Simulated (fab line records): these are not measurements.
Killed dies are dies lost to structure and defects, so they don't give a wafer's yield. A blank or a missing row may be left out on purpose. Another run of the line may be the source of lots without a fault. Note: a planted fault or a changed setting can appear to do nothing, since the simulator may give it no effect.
Chamber matching || flow gf180mcu || cmp-01 running GF_V4_CMP_04: 4 sister chambers
The step polishes SiO2. 15 wafers are shown with their chamber, then 7 later ones without.

== WAFERS, EACH WITH ITS CHAMBER ==
{"wafer": "L794.1", "chamber": 0, "motorCurrentA (A)": 9.4, "slurryFlowMlMin": 149.5, "slurryFilterDpKPa (kPa)": 13.48}
{"wafer": "L794.2", "chamber": 2, "motorCurrentA (A)": 13.3, "slurryFlowMlMin": 150.4, "slurryFilterDpKPa (kPa)": 13.65}
{"wafer": "L794.3", "chamber": 1, "motorCurrentA (A)": 11.3, "slurryFlowMlMin": 149.9, "slurryFilterDpKPa (kPa)": 13.53}
{"wafer": "L795.1", "chamber": 2, "motorCurrentA (A)": 13.4, "slurryFlowMlMin": 150.4, "slurryFilterDpKPa (kPa)": 13.23}
{"wafer": "L795.3", "chamber": 3, "motorCurrentA (A)": 9.5, "slurryFlowMlMin": 150.4, "slurryFilterDpKPa (kPa)": 13.61}
{"wafer": "L795.4", "chamber": 1, "motorCurrentA (A)": 11.1, "slurryFlowMlMin": 149.1, "slurryFilterDpKPa (kPa)": 13.46}
{"wafer": "L796.3", "chamber": 3, "motorCurrentA (A)": 9.9, "slurryFlowMlMin": 150.7, "slurryFilterDpKPa (kPa)": 13.61}
{"wafer": "L796.5", "chamber": 2, "motorCurrentA (A)": 12.9, "slurryFlowMlMin": 150.2, "slurryFilterDpKPa (kPa)": 13.53}
{"wafer": "L796.6", "chamber": 1, "motorCurrentA (A)": 11.1, "slurryFlowMlMin": 150.7, "slurryFilterDpKPa (kPa)": 13.42}
{"wafer": "L801.1", "chamber": 2, "motorCurrentA (A)": 12.8, "slurryFlowMlMin": 150.5, "slurryFilterDpKPa (kPa)": 13.58}
{"wafer": "L801.4", "chamber": 1, "motorCurrentA (A)": 11.2, "slurryFlowMlMin": 149.7, "slurryFilterDpKPa (kPa)": 13.53}
{"wafer": "L801.5", "chamber": 1, "motorCurrentA (A)": 10.9, "slurryFlowMlMin": 149.9, "slurryFilterDpKPa (kPa)": 13.27}
{"wafer": "L805.3", "chamber": 1, "motorCurrentA (A)": 11.3, "slurryFlowMlMin": 150.8, "slurryFilterDpKPa (kPa)": 13.58}
{"wafer": "L812.2", "chamber": 0, "motorCurrentA (A)": 9.9, "slurryFlowMlMin": 149.9, "slurryFilterDpKPa (kPa)": 13.31}
{"wafer": "L812.4", "chamber": 2, "motorCurrentA (A)": 12.7, "slurryFlowMlMin": 150.5, "slurryFilterDpKPa (kPa)": 13.69}

SIGNATURES (means of the wafers above)
{"reading": "motorCurrentA", "chamber 0": 9.650, "chamber 1": 11.150, "chamber 2": 13.020, "chamber 3": 9.700, "scatter within a chamber": 0.254}
{"reading": "slurryFlowMlMin", "chamber 0": 149.700, "chamber 1": 150.017, "chamber 2": 150.400, "chamber 3": 150.550, "scatter within a chamber": 0.451}
{"reading": "slurryFilterDpKPa", "chamber 0": 13.3950, "chamber 1": 13.4650, "chamber 2": 13.5360, "chamber 3": 13.6100, "scatter within a chamber": 0.138}
Rule: for each reading, subtract the chamber's mean from the wafer's reading, divide by that reading's scatter and square the result; add these up over the readings and take the root, which gives the wafer's distance from the chamber. If the next closest chamber is less than 2 further off than the closest, the wafer can't be placed; otherwise it belongs to the closest. How the scatter is found: for the shown wafers, subtract from each reading the mean of its chamber, square and add these, divide the total by (wafers less chambers), then take the root.

== WAFERS WHOSE CHAMBER IS MISSING ==
{"wafer": "L812.5", "motorCurrentA (A)": 11.9, "slurryFlowMlMin": 149.9, "slurryFilterDpKPa (kPa)": 13.30}
{"wafer": "L813.2", "motorCurrentA (A)": 12.0, "slurryFlowMlMin": 149.6, "slurryFilterDpKPa (kPa)": 13.39}
{"wafer": "L813.3", "motorCurrentA (A)": 13.4, "slurryFlowMlMin": 149.7, "slurryFilterDpKPa (kPa)": 13.27}
{"wafer": "L813.4", "motorCurrentA (A)": 9.3, "slurryFlowMlMin": 150.2, "slurryFilterDpKPa (kPa)": 13.38}
{"wafer": "L815.1", "motorCurrentA (A)": 10.3, "slurryFlowMlMin": 150.1, "slurryFilterDpKPa (kPa)": 13.64}
{"wafer": "L815.3", "motorCurrentA (A)": 10.7, "slurryFlowMlMin": 149.7, "slurryFilterDpKPa (kPa)": 13.19}
{"wafer": "L815.6", "motorCurrentA (A)": 9.2, "slurryFlowMlMin": 150.2, "slurryFilterDpKPa (kPa)": 13.36}

== CHAMBER TAKEN BY EACH ==
{"wafer": "L812.5", "from the rows above": "can't be placed: 1 or 2", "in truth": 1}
{"wafer": "L813.2", "from the rows above": "can't be placed: 1 or 2", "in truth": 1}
{"wafer": "L813.3", "from the rows above": 2, "in truth": 2}
{"wafer": "L813.4", "from the rows above": "can't be placed: 0 or 3", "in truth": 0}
{"wafer": "L815.1", "from the rows above": "can't be placed: 3 or 0 or 1", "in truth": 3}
{"wafer": "L815.3", "from the rows above": "can't be placed: 1 or 0", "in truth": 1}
{"wafer": "L815.6", "from the rows above": "can't be placed: 0 or 3", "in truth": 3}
1 of 7 placed correctly. Can't be placed from these rows: 6 (the true chamber is among the candidates in 6). 0 placed wrongly.
